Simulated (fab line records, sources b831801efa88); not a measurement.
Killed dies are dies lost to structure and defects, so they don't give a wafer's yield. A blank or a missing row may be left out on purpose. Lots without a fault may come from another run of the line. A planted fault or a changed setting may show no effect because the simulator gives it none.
fab line records | flow sky130
record lots=24 wafers=72 last_day=50
route steps=708 shown METAL4@601 VIA4@640 METAL5@663
lots that met no fault: from a run of the same line without faults
start_h: hours from the record's first day to the start of the lot's first wafer shown | wait_h: hours since the lot's step before | " the same as in the row above | L1.1+2: a row that stands for several wafers | - no value, or no start given | * or withheld: withheld | < > ~ a bound
route shown NAME@n: a module of which the file shows steps, and the number in the route of the first | usual: mean/standard deviation of fault-free wafers | same: alike in all rows | chamber/n: place in a boat | sites: the reading at each site | _std_site: their standard deviation | _edge_site: outer sites' mean less inner sites' | radius_mm: how far each site lies from the wafer's centre | mask NAME#n: copy n | behind: the tool/chamber that last shaped the wafer | hold: why the lot was held/for how many hours/how that ended | device: the transistor (n, p or np) that didn't switch | end of line: the same wafers' tests at the end of the route | a step without rows: its recipe alone | killed: dies lost to structure and defects at the first sort, not the wafer's yield | map: a wafer's dies, x killed, . not, _ none there
set.NAME: the setting as run; set.NAME@STEP: as run at that earlier step | model.NAME: the simulator's own value behind a step, which no gauge read
steps of the route over a sample of lots; a table a step, a row a wafer
services: from which hour (start_h, from the record's first day; less than 0 if before it) a tool's chamber was out of use, for how many hours, and why
## steps
# step SKY_METAL4_SPUTTER_03
# recipe material=Ti target_thk_nm=5 power_w=3000 time_s=3.3 chamber_pressure_pa=0.4
# usual throttle_valve_pct=30.0/0.91
# columns lot.wafer tool chamber start_h wait_h throttle_valve_pct
L075.2 pvd_sputter-01 - 947.67 0.0 28.9
L075.5 " - " " 29.4
L075.6 " - " " 31.1
L077.2 pvd_sputter-01 - 963.27 0.0 29.1
L077.3 " - " " 29.4
L077.5 " - " " 31.1
L074.3 pvd_sputter-01 - 963.88 0.0 29.1
L074.4 " - " " 29.2
L074.5 " - " " 29.3
L076.2 pvd_sputter-04 - 964.99 0.0 29.8
L076.3 " - " " 30.2
L076.6 " - " " 30.9
L078.1 pvd_sputter-01 - 966.52 0.0 29.4
L078.3 " - " " 31.4
L078.5 " - " " 28.8
L079.2 pvd_sputter-04 - 967.52 0.0 30.8
L079.3 " - " " 30.0
L079.4 " - " " 30.8
L080.1 pvd_sputter-03 - 973.34 0.0 31.7
L080.3 " - " " 29.7
L080.6 " - " " 29.9
L081.3 pvd_sputter-04 - 981.39 0.0 29.9
L081.4 " - " " 30.9
L081.6 " - " " 31.3
L082.1 pvd_sputter-01 - 992.62 0.0 29.1
L082.2 " - " " 29.3
L082.5 " - " " 29.4
L084.2 pvd_sputter-04 - 1001.66 0.0 31.1
L084.4 " - " " 30.5
L084.6 " - " " 29.9
L083.3 pvd_sputter-01 - 1002.81 0.0 29.4
L083.4 " - " " 29.5
L083.6 " - " " 29.3
L085.2 pvd_sputter-01 - 1004.92 0.0 29.4
L085.3 " - " " 29.2
L085.6 " - " " 31.2
L086.2 pvd_sputter-01 - 1026.78 0.0 29.2
L086.4 " - " " 31.1
L086.6 " - " " 31.2
L088.1 pvd_sputter-01 - 1042.15 0.0 29.3
L088.2 " - " " 29.0
L088.3 " - " " 29.4
L087.1 pvd_sputter-03 - 1048.39 0.0 29.6
L087.2 " - " " 31.6
L087.4 " - " " 31.5
L090.1 pvd_sputter-01 - 1053.48 0.0 29.4
L090.3 " - " " 29.0
L090.5 " - " " 29.4
L089.2 pvd_sputter-03 - 1055.97 0.0 28.6
L089.4 " - " " 31.8
L089.6 " - " " 29.8
L092.1 pvd_sputter-04 - 1059.62 0.0 30.7
L092.3 " - " " 30.4
L092.4 " - " " 30.0
L091.1 pvd_sputter-03 - 1064.37 0.0 29.6
L091.2 " - " " 31.8
L091.4 " - " " 30.3
L093.1 pvd_sputter-01 - 1067.16 0.0 29.3
L093.3 " - " " 31.1
L093.6 " - " " 31.1
L094.2 pvd_sputter-01 - 1074.56 0.0 29.2
L094.3 " - " " 29.5
L094.6 " - " " 29.3
L095.3 pvd_sputter-04 - 1083.16 0.0 30.7
L095.4 " - " " 30.4
L095.5 " - " " 30.8
L096.1 pvd_sputter-03 - 1089.56 0.0 31.9
L096.2 " - " " 30.3
L096.5 " - " " 30.3
L097.1 pvd_sputter-01 - 1093.55 0.0 29.5
L097.2 " - " " 29.0
L097.6 " - " " 29.1
# step SKY_METAL4_SPUTTER_04
# recipe material=TiN target_thk_nm=70 power_w=6500 time_s=58.3 chamber_pressure_pa=0.4
# usual throttle_valve_pct=30.0/0.9
# columns lot.wafer tool chamber start_h wait_h throttle_valve_pct
L075.2 pvd_sputter-01 - 947.69 0.0 29.6
L075.5 " - " " 29.4
L075.6 " - " " 31.2
L077.2 pvd_sputter-01 - 963.29 0.0 29.1
L077.3 " - " " 29.4
L077.5 " - " " 31.7
L074.3 pvd_sputter-01 - 963.90 0.0 29.4
L074.4 " - " " 29.4
L074.5 " - " " 29.3
L076.2 pvd_sputter-04 - 965.01 0.0 30.5
L076.3 " - " " 30.1
L076.6 " - " " 30.6
L078.1 pvd_sputter-01 - 966.54 0.0 29.4
L078.3 " - " " 31.0
L078.5 " - " " 28.6
L079.2 pvd_sputter-04 - 967.54 0.0 30.7
L079.3 " - " " 30.5
L079.4 " - " " 30.7
L080.1 pvd_sputter-03 - 973.36 0.0 31.6
L080.3 " - " " 29.7
L080.6 " - " " 30.0
L081.3 pvd_sputter-04 - 981.41 0.0 30.2
L081.4 " - " " 30.9
L081.6 " - " " 31.0
L082.1 pvd_sputter-01 - 992.64 0.0 29.0
L082.2 " - " " 29.3
L082.5 " - " " 29.2
L084.2 pvd_sputter-04 - 1001.68 0.0 30.7
L084.4 " - " " 30.2
L084.6 " - " " 30.0
L083.3 pvd_sputter-01 - 1002.83 0.0 29.5
L083.4 " - " " 29.2
L083.6 " - " " 29.2
L085.2 pvd_sputter-01 - 1004.94 0.0 29.4
L085.3 " - " " 29.2
L085.6 " - " " 31.0
L086.2 pvd_sputter-01 - 1026.80 0.0 29.3
L086.4 " - " " 31.2
L086.6 " - " " 31.2
L088.1 pvd_sputter-01 - 1042.17 0.0 29.3
L088.2 " - " " 29.3
L088.3 " - " " 29.4
L087.1 pvd_sputter-03 - 1048.41 0.0 29.7
L087.2 " - " " 31.8
L087.4 " - " " 31.3
L090.1 pvd_sputter-01 - 1053.49 0.0 29.4
L090.3 " - " " 29.0
L090.5 " - " " 29.1
L089.2 pvd_sputter-03 - 1055.99 0.0 28.4
L089.4 " - " " 31.4
L089.6 " - " " 29.7
L092.1 pvd_sputter-04 - 1059.64 0.0 31.2
L092.3 " - " " 30.2
L092.4 " - " " 29.7
L091.1 pvd_sputter-03 - 1064.39 0.0 29.8
L091.2 " - " " 31.9
L091.4 " - " " 30.1
L093.1 pvd_sputter-01 - 1067.18 0.0 29.2
L093.3 " - " " 31.0
L093.6 " - " " 31.2
L094.2 pvd_sputter-01 - 1074.58 0.0 29.3
L094.3 " - " " 29.0
L094.6 " - " " 29.4
L095.3 pvd_sputter-04 - 1083.18 0.0 30.9
L095.4 " - " " 30.1
L095.5 " - " " 30.6
L096.1 pvd_sputter-03 - 1089.58 0.0 31.6
L096.2 " - " " 30.4
L096.5 " - " " 30.3
L097.1 pvd_sputter-01 - 1093.57 0.0 29.6
L097.2 " - " " 29.1
L097.6 " - " " 29.3
# step SKY_METAL4_STRIP_19
# recipe chemistry=O2/N2 power_w=1400 pressure_mtorr=1500 platen_temp_c=withheld o2_flow_sccm=3000 n2_flow_sccm=300 overash_fraction=0.5
# usual drypump_motor_current_A=5.4/0.4 oes_product_au=0.505/0.0073 strip_time_to_endpoint_s=6.58/0.13
# columns lot.wafer tool chamber start_h wait_h drypump_motor_current_A oes_product_au rf_hours_counter_h strip_time_to_endpoint_s
L075.2 plasma_asher-01 1 996.63 0.1 5.8 0.506 56 6.57
L075.5 " 0 " " 4.9 0.500 - 6.64
L075.6 " 1 " " 5.8 0.505 - 6.76
L077.2 plasma_asher-01 0 1012.23 0.1 4.9 0.523 58 6.82
L077.3 " 0 " " 4.9 0.499 - 6.41
L077.5 " 0 " " 4.9 0.497 - 6.41
L074.3 plasma_asher-04 0 1012.68 0.1 5.7 0.520 - 6.79
L074.4 " 1 " " 5.1 0.508 - 6.47
L074.5 " 1 " " 5.1 0.516 - 6.69
L076.2 plasma_asher-04 0 1013.79 0.1 5.6 0.505 86 6.65
L076.3 " 0 " " 5.7 0.503 - 6.71
L076.6 " 0 " " 5.6 0.500 - 6.56
L078.1 plasma_asher-01 0 1014.93 0.1 4.9 0.500 58 6.54
L078.3 " 1 " " 5.8 0.505 - 6.46
L078.5 " 1 " " 5.8 0.497 - 6.56
L079.2 plasma_asher-03 1 1015.63 0.1 5.0 0.519 26 6.80
L079.3 " 0 " " 6.0 0.506 - 6.51
L079.4 " 1 " " 5.0 0.512 - 6.76
L080.1 plasma_asher-01 0 1022.41 0.1 4.9 0.510 59 6.78
L080.3 " 0 " " 4.9 0.509 - 6.56
L080.6 " 0 " " 4.9 0.494 - 6.53
L081.3 plasma_asher-04 0 1030.01 0.1 5.7 0.504 - 6.60
L081.4 " 1 " " 5.0 0.518 - 6.71
L081.6 " 0 " " 5.7 0.509 - 6.67
L082.1 plasma_asher-04 1 1040.15 0.3 5.0 0.513 89 6.73
L082.2 " 0 " " 5.7 0.511 89 6.71
L082.5 " 1 " " 5.1 0.512 - 6.72
L084.2 plasma_asher-01 1 1048.33 0.1 5.8 0.495 61 6.48
L084.4 " 1 " " 5.8 0.503 - 6.58
L084.6 " 0 " " 4.9 0.504 - 6.51
L083.3 plasma_asher-04 0 1050.28 0.1 5.7 0.499 - 6.64
L083.4 " 1 " " 5.1 0.504 - 6.57
L083.6 " 0 " " 5.7 0.504 - 6.57
L085.2 plasma_asher-04 1 1051.99 0.1 5.1 0.511 90 6.56
L085.3 " 0 " " 5.7 0.509 - 6.64
L085.6 " 0 " " 5.7 0.511 - 6.63
L086.2 plasma_asher-01 1 1072.93 0.1 5.8 0.501 64 6.56
L086.4 " 0 " " 4.9 0.506 - 6.53
L086.6 " 0 " " 4.9 0.503 - 6.54
L088.1 plasma_asher-03 1 1088.58 0.1 5.0 0.501 33 6.37
L088.2 " 0 " " 6.0 0.508 33 6.65
L088.3 " 1 " " 4.9 0.509 - 6.54
L087.1 plasma_asher-04 1 1092.78 0.1 5.1 0.503 94 6.54
L087.2 " 0 " " 5.6 0.513 94 6.55
L087.4 " 1 " " 5.1 0.496 - 6.50
L090.1 plasma_asher-03 0 1099.38 0.1 6.0 0.501 34 6.53
L090.3 " 1 " " 5.0 0.506 - 6.59
L090.5 " 0 " " 6.0 0.499 - 6.42
L089.2 plasma_asher-04 1 1101.97 0.1 5.1 0.491 95 6.44
L089.4 " 0 " " 5.6 0.518 - 6.66
L089.6 " 1 " " 5.0 0.499 - 6.62
L092.1 plasma_asher-03 0 1104.37 0.1 6.0 0.512 35 6.60
L092.3 " 1 " " 4.9 0.498 - 6.42
L092.4 " 0 " " 6.0 0.497 - 6.62
L091.1 plasma_asher-01 0 1109.33 0.1 4.9 0.503 67 6.43
L091.2 " 1 " " 5.8 0.502 67 6.59
L091.4 " 0 " " 4.9 0.505 - 6.60
L093.1 plasma_asher-04 0 1110.28 0.1 5.7 0.504 96 6.66
L093.3 " 0 " " 5.7 0.497 - 6.44
L093.6 " 0 " " 5.6 0.494 - 6.48
L094.2 plasma_asher-01 0 1118.40 0.2 4.9 0.503 68 6.48
L094.3 " 0 " " 4.9 0.497 - 6.42
L094.6 " 1 " " 5.8 0.500 - 6.52
L095.3 plasma_asher-03 1 1125.82 0.1 5.0 0.506 - 6.64
L095.4 " 0 " " 6.0 0.504 - 6.49
L095.5 " 0 " " 6.0 0.503 - 6.50
L096.1 plasma_asher-04 1 1132.13 0.1 5.1 0.504 98 6.60
L096.2 " 0 " " 5.7 0.488 98 6.39
L096.5 " 1 " " 5.1 0.490 - 6.36
L097.1 plasma_asher-04 1 1134.87 0.2 5.0 0.511 98 6.61
L097.2 " 0 " " 5.7 0.498 98 6.33
L097.6 " 0 " " 5.7 0.494 - 6.31
# step SKY_VIA4_THK_MEAS_01
# recipe reads=SiO2_of_VIA4_HDPCVD_00
# usual VIA4_HDPCVD_THK=1747/21
# columns lot.wafer tool chamber start_h wait_h VIA4_HDPCVD_THK[nm]
L075.2 film_metro-01 - 997.41 0.1 1731
L075.5 " - " " 1726
L075.6 " - " " 1754
L077.2 film_metro-03 - 1013.10 0.1 1764
L077.3 " - " " 1761
L077.5 " - " " 1756
L074.3 film_metro-03 - 1013.49 0.1 1729
L074.4 " - " " 1709
L074.5 " - " " 1708
L076.2 film_metro-03 - 1014.57 0.1 1742
L076.3 " - " " 1748
L076.6 " - " " 1749
L078.1 film_metro-03 - 1015.70 0.1 1735
L078.3 " - " " 1727
L078.5 " - " " 1739
L079.2 film_metro-03 - 1016.41 0.1 1727
L079.3 " - " " 1720
L079.4 " - " " 1742
L080.1 film_metro-03 - 1023.18 0.1 1757
L080.3 " - " " 1741
L080.6 " - " " 1748
L081.3 film_metro-03 - 1030.86 0.1 1741
L081.4 " - " " 1736
L081.6 " - " " 1733
L082.1 film_metro-01 - 1041.37 0.1 1764
L082.2 " - " " 1729
L082.5 " - " " 1712
L084.2 film_metro-03 - 1049.50 0.1 1722
L084.4 " - " " 1751
L084.6 " - " " 1752
L083.3 film_metro-01 - 1051.44 0.1 1754
L083.4 " - " " 1739
L083.6 " - " " 1780
L085.2 film_metro-01 - 1052.80 0.1 1785
L085.3 " - " " 1750
L085.6 " - " " 1779
L086.2 film_metro-03 - 1074.14 0.1 1731
L086.4 " - " " 1745
L086.6 " - " " 1767
L088.1 film_metro-03 - 1089.36 0.1 1747
L088.2 " - " " 1776
L088.3 " - " " 1747
L087.1 film_metro-01 - 1093.98 0.1 1747
L087.2 " - " " 1716
L087.4 " - " " 1755
L090.1 film_metro-03 - 1100.67 0.1 1738
L090.3 " - " " 1708
L090.5 " - " " 1729
L089.2 film_metro-03 - 1102.99 0.1 1759
L089.4 " - " " 1761
L089.6 " - " " 1737
L092.1 film_metro-03 - 1105.39 0.1 1733
L092.3 " - " " 1764
L092.4 " - " " 1735
L091.1 film_metro-02 - 1110.11 0.1 1779
L091.2 " - " " 1806
L091.4 " - " " 1800
L093.1 film_metro-03 - 1111.06 0.1 1734
L093.3 " - " " 1768
L093.6 " - " " 1743
L094.2 film_metro-01 - 1119.53 0.1 1774
L094.3 " - " " 1742
L094.6 " - " " 1748
L095.3 film_metro-03 - 1126.61 0.1 1753
L095.4 " - " " 1721
L095.5 " - " " 1769
L096.1 film_metro-03 - 1132.94 0.1 1769
L096.2 " - " " 1770
L096.5 " - " " 1728
L097.1 film_metro-03 - 1135.64 0.1 1738
L097.2 " - " " 1771
L097.6 " - " " 1760
# step SKY_METAL5_SPUTTER_02
# recipe material=AlCu target_thk_nm=1150 power_w=10600 time_s=61.2 chamber_pressure_pa=0.4
# usual throttle_valve_pct=30.2/1.1
# columns lot.wafer tool chamber start_h wait_h throttle_valve_pct
L075.2 pvd_sputter-03 - 1022.88 0.0 30.1
L075.5 " - " " 29.9
L075.6 " - " " 28.7
L077.2 pvd_sputter-03 - 1038.19 0.0 31.7
L077.3 " - " " 28.6
L077.5 " - " " 31.7
L074.3 pvd_sputter-04 - 1038.28 0.0 30.9
L074.4 " - " " 30.0
L074.5 " - " " 30.9
L076.2 pvd_sputter-02 - 1039.49 0.0 30.7
L076.3 " - " " 29.8
L076.6 " - " " 29.8
L078.1 pvd_sputter-02 - 1040.59 0.0 31.6
L078.3 " - " " 31.1
L078.5 " - " " 29.5
L079.2 pvd_sputter-03 - 1041.27 0.0 31.7
L079.3 " - " " 29.6
L079.4 " - " " 28.5
L080.1 pvd_sputter-02 - 1047.98 0.0 28.2
L080.3 " - " " 30.9
L080.6 " - " " 30.1
L081.3 pvd_sputter-02 - 1056.02 0.0 29.9
L081.4 " - " " 31.2
L081.6 " - " " 30.8
L082.1 pvd_sputter-03 - 1066.36 0.0 30.2
L082.2 " - " " 31.9
L082.5 " - " " 30.6
L084.2 pvd_sputter-03 - 1073.23 0.0 29.7
L084.4 " - " " 28.6
L084.6 " - " " 29.7
L083.3 pvd_sputter-02 - 1075.29 0.0 30.9
L083.4 " - " " 31.7
L083.6 " - " " 28.3
L085.2 pvd_sputter-03 - 1077.09 0.0 29.7
L085.3 " - " " 30.2
L085.6 " - " " 30.2
L086.2 pvd_sputter-03 - 1097.97 0.0 30.1
L086.4 " - " " 29.4
L086.6 " - " " 29.0
L088.1 pvd_sputter-04 - 1111.67 0.0 29.7
L088.2 " - " " 30.6
L088.3 " - " " 31.0
L087.1 pvd_sputter-04 - 1116.29 0.0 31.0
L087.2 " - " " 29.9
L087.4 " - " " 29.8
L090.1 pvd_sputter-03 - 1122.79 0.0 28.4
L090.3 " - " " 29.7
L090.5 " - " " 30.3
L089.2 pvd_sputter-02 - 1124.96 0.0 30.7
L089.4 " - " " 29.9
L089.6 " - " " 28.3
L092.1 pvd_sputter-04 - 1126.22 0.0 30.1
L092.3 " - " " 30.2
L092.4 " - " " 30.7
L091.1 pvd_sputter-02 - 1131.51 0.0 28.2
L091.2 " - " " 31.6
L091.4 " - " " 31.1
L093.1 pvd_sputter-04 - 1132.61 0.0 31.0
L093.3 " - " " 31.0
L093.6 " - " " 30.5
L094.2 pvd_sputter-03 - 1141.12 0.0 28.5
L094.3 " - " " 30.3
L094.6 " - " " 29.8
L095.3 pvd_sputter-02 - 1147.64 0.0 30.9
L095.4 " - " " 31.6
L095.5 " - " " 30.7
L096.1 pvd_sputter-02 - 1152.89 0.0 30.9
L096.2 " - " " 28.2
L096.5 " - " " 28.1
L097.1 pvd_sputter-04 - 1155.69 0.0 30.1
L097.2 " - " " 30.8
L097.6 " - " " 30.8
# step SKY_METAL5_SPUTTER_04
# recipe material=TiN target_thk_nm=70 power_w=6500 time_s=58.3 chamber_pressure_pa=0.4
# usual throttle_valve_pct=30.2/1.1
# columns lot.wafer tool chamber start_h wait_h throttle_valve_pct
L075.2 pvd_sputter-03 - 1022.95 0.0 30.4
L075.5 " - " " 29.6
L075.6 " - " " 28.7
L077.2 pvd_sputter-03 - 1038.25 0.0 31.5
L077.3 " - " " 28.8
L077.5 " - " " 32.0
L074.3 pvd_sputter-04 - 1038.35 0.0 30.7
L074.4 " - " " 30.2
L074.5 " - " " 30.9
L076.2 pvd_sputter-02 - 1039.56 0.0 31.0
L076.3 " - " " 30.1
L076.6 " - " " 29.8
L078.1 pvd_sputter-02 - 1040.66 0.0 31.5
L078.3 " - " " 30.9
L078.5 " - " " 29.9
L079.2 pvd_sputter-03 - 1041.34 0.0 31.8
L079.3 " - " " 29.7
L079.4 " - " " 28.5
L080.1 pvd_sputter-02 - 1048.05 0.0 28.4
L080.3 " - " " 30.6
L080.6 " - " " 30.0
L081.3 pvd_sputter-02 - 1056.09 0.0 29.6
L081.4 " - " " 31.1
L081.6 " - " " 30.8
L082.1 pvd_sputter-03 - 1066.43 0.0 30.4
L082.2 " - " " 31.7
L082.5 " - " " 30.5
L084.2 pvd_sputter-03 - 1073.30 0.0 29.7
L084.4 " - " " 28.5
L084.6 " - " " 30.1
L083.3 pvd_sputter-02 - 1075.36 0.0 31.2
L083.4 " - " " 31.7
L083.6 " - " " 28.2
L085.2 pvd_sputter-03 - 1077.15 0.0 30.0
L085.3 " - " " 30.3
L085.6 " - " " 30.5
L086.2 pvd_sputter-03 - 1098.04 0.0 30.2
L086.4 " - " " 29.7
L086.6 " - " " 28.5
L088.1 pvd_sputter-04 - 1111.74 0.0 29.9
L088.2 " - " " 30.6
L088.3 " - " " 31.0
L087.1 pvd_sputter-04 - 1116.36 0.0 30.9
L087.2 " - " " 29.9
L087.4 " - " " 30.0
L090.1 pvd_sputter-03 - 1122.86 0.0 28.7
L090.3 " - " " 29.7
L090.5 " - " " 29.9
L089.2 pvd_sputter-02 - 1125.02 0.0 30.9
L089.4 " - " " 29.7
L089.6 " - " " 28.4
L092.1 pvd_sputter-04 - 1126.29 0.0 30.0
L092.3 " - " " 30.6
L092.4 " - " " 30.8
L091.1 pvd_sputter-02 - 1131.58 0.0 28.3
L091.2 " - " " 31.6
L091.4 " - " " 30.7
L093.1 pvd_sputter-04 - 1132.68 0.0 30.9
L093.3 " - " " 30.8
L093.6 " - " " 30.1
L094.2 pvd_sputter-03 - 1141.18 0.0 28.5
L094.3 " - " " 30.0
L094.6 " - " " 29.8
L095.3 pvd_sputter-02 - 1147.71 0.0 31.1
L095.4 " - " " 31.7
L095.5 " - " " 30.8
L096.1 pvd_sputter-02 - 1152.96 0.0 30.9
L096.2 " - " " 28.0
L096.5 " - " " 28.2
L097.1 pvd_sputter-04 - 1155.75 0.0 30.3
L097.2 " - " " 31.0
L097.6 " - " " 30.9
## services
# columns tool chamber start_h hours kind
pvd_sputter-02 3 966.79 - consumable_replace:kit
pvd_sputter-02 3 966.79 18.0 scheduled_down
pvd_sputter-02 3 966.79 18.0 vent_cycle
plasma_asher-04 - 990.52 1.8 repair
pvd_sputter-04 3 998.24 - consumable_replace:kit
pvd_sputter-04 3 998.24 18.0 scheduled_down
pvd_sputter-04 3 998.24 18.0 vent_cycle
pvd_sputter-01 2 1026.85 - consumable_replace:kit
pvd_sputter-01 2 1026.85 18.0 scheduled_down
pvd_sputter-01 2 1026.85 18.0 vent_cycle
pvd_sputter-03 1 1041.39 - consumable_replace:kit
pvd_sputter-03 1 1041.39 18.0 scheduled_down
pvd_sputter-03 1 1041.39 18.0 vent_cycle
pvd_sputter-02 2 1075.41 - consumable_replace:kit
pvd_sputter-04 2 1098.75 - consumable_replace:kit
pvd_sputter-04 2 1098.75 18.0 scheduled_down
pvd_sputter-04 2 1098.75 18.0 vent_cycle
plasma_asher-01 - 1103.47 2.3 repair
pvd_sputter-01 - 1109.56 9.2 repair
plasma_asher-03 - 1118.20 4.5 repair
pvd_sputter-04 - 1139.41 5.3 repair
pvd_sputter-02 - 1140.17 2.5 repair
pvd_sputter-04 - 1140.27 3.9 repair
plasma_asher-01 - 1147.46 1.5 repair
## key
fault none
